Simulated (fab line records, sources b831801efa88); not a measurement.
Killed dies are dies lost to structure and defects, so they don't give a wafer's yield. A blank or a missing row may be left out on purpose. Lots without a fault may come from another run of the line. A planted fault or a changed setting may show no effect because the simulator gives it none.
A struck lot beside a sound one | flow sky130 | 35 steps out of a route of 708
Sound: wafers L429.2, L429.4, L429.5. Struck: wafers L437.2, L437.5. (L437.6 of the same lot was not struck and is left out.) The cause comes at the end.
At each step with rows: each side's tool, then ch and its chambers, then its first start. Under that, the readings that differ: sound wafers | struck wafers | difference of the means | sigmas: that difference in standard deviations of wafers without a fault.
alike: readings whose means differ by less than 2 such deviations, and words and numbers that are the same on both sides. not compared: withheld readings, readings that some wafer has no value for, bounds like >300 that may hide the same value, and numbers for which the record gives no deviation and whose values overlap.
The two part at a step that has a row with sigmas, a row that says differs or no value, or rows on one side only. Numbers that don't overlap but have no deviation are shown without sigmas and don't part them. A reading that every wafer of one side lacks parts them only if that side has two wafers or more.

first, 10 steps without rows for these wafers: SKY_VIA3_DEHYDRATE_04 (time 60 s); SKY_VIA3_HMDS_05 (prime time 60 s); SKY_VIA3_COAT_06 (resist thk 60 nm); SKY_VIA3_COAT_07 (resist thk 450 nm); SKY_VIA3_SOFTBAKE_08 (time 90 s); SKY_VIA3_EXPOSE_09 (exposes mask VIM3, target cd 200 nm); SKY_VIA3_PEB_10; SKY_VIA3_DEVELOP_11 (develop time 60 s); SKY_VIA3_ETCH_14 (etches BARC in N2/H2, stops on SiO2, time 45.9 s, target depth 60 nm); SKY_VIA3_ETCH_15 (etches SiO2 in C4F8/O2/Ar, stops on TiN, target depth 507 nm, time 78 s).
SKY_VIA3_STRIP_16: strips in O2/N2.
  sound on plasma_asher-04 ch 0, day 42 05:39; struck on plasma_asher-04 ch 1, day 43 20:17
  alike: drypump_motor_current_A, n2_flow_sccm, oes_product_au, strip_time_to_endpoint_s
  not compared: rf_hours_counter_h
then, 23 steps without rows for these wafers: SKY_VIA3_STRIP_17 (strips in post etch residue remover, time 1200 s); SKY_VIA3_CLEAN_18 (cleans in IPA, time 180 s); SKY_VIA3_CLEAN_19 (cleans in O3/DIW); SKY_VIA3_SPUTTER_20 (material TiN, target thk 20 nm, time 80 s); SKY_VIA3_CVD_21 (deposits W, target thk 390 nm, time 117.31 s); SKY_VIA3_CMP_24 (polishes, stops on SiO2, t overpolish 20 s, target thk 0 nm); SKY_METAL4_SPUTTER_00 (material Ti, target thk 15 nm, time 10 s); SKY_METAL4_SPUTTER_01 (material TiN, target thk 20 nm, time 16.7 s); SKY_METAL4_SPUTTER_02 (material AlCu, target thk 735 nm, time 39.1 s); SKY_METAL4_SPUTTER_03 (material Ti, target thk 5 nm, time 3.3 s); SKY_METAL4_SPUTTER_04 (material TiN, target thk 70 nm, time 58.3 s); SKY_CAP2M_CVD_00 (deposits SiO2, target thk 15.5 nm); SKY_CAP2M_SPUTTER_02 (material TiN, target thk 200 nm, time 166.7 s); SKY_CAP2M_DEHYDRATE_05 (time 60 s); SKY_CAP2M_HMDS_06 (prime time 60 s); SKY_CAP2M_COAT_07 (resist thk 1140 nm); SKY_CAP2M_SOFTBAKE_08 (time 60 s); SKY_CAP2M_EXPOSE_09 (exposes mask CAP2M, target cd 1000 nm); SKY_CAP2M_PEB_10; SKY_CAP2M_DEVELOP_11 (develop time 60 s); SKY_CAP2M_METAL_ETCH_13 (etches TiN in Cl2/BCl3, stops on SiO2, target depth 220 nm, time 62.9 s); SKY_CAP2M_STRIP_14 (strips in O2/N2); SKY_CAP2M_STRIP_15 (strips in post etch residue remover, time 1200 s).
-- the record jumps here: 5 days lie between the struck wafers' starts before and after (it left off in module CAP2M and takes up again in module PAD_OPEN, whose first step shown is number 708 of the route) --
SKY_PAD_OPEN_PROBE_99:
  sound on prober-02, day 47 21:56; struck on prober-02, day 49 06:37
  reading                               | sound               | struck      | difference | sigmas
  defect_limited_yield (%)              | 84.3 83.9 79.9      | 75.0 72.6   | -8.9       | -5
  killed_at_M0_to_M3                    | 38 36 53            | 79 79       | +37        | +5
  killed_dies                           | 77 79 99            | 123 135     | +44        | +5
  sort_bin_3_pad_short (%)              | 0.6 0.8 0.4         | 2.4 3.3     | +2.2       | +5
  sort_bin_5_function (%)               | 10.4 8.9 12.4       | 14.6 17.5   | +5.5       | +4
  sort_n_pass                           | 415 413 393         | 369 357     | -44        | -5
  sort_yield_pct (%)                    | 84.3 83.9 79.9      | 75.0 72.6   | -8.9       | -5
  model.etest.tester.sort_n_pass        | 415 413 393         | 369 357     | -44        |
  model.etest.tester.sort_yield_pct (%) | 84.35 83.94 79.88   | 75 72.56    | -9         |
  model.etest.tester.sort_bin_5_pct (%) | 10.37 8.943 12.4    | 14.63 17.48 | +5.48      |
  model.etest.tester.sort_bin_3_pct (%) | 0.6098 0.813 0.4065 | 2.439 3.252 | +2.236     |
  alike: killed_at_M4_up, killed_at_contacts, killed_at_front_end, killed_at_other, killed_open, killed_short, sort_bin_6_memory

WHERE THEY PART
Only at SKY_PAD_OPEN_PROBE_99, within this record.

WHY: what the simulator had put in
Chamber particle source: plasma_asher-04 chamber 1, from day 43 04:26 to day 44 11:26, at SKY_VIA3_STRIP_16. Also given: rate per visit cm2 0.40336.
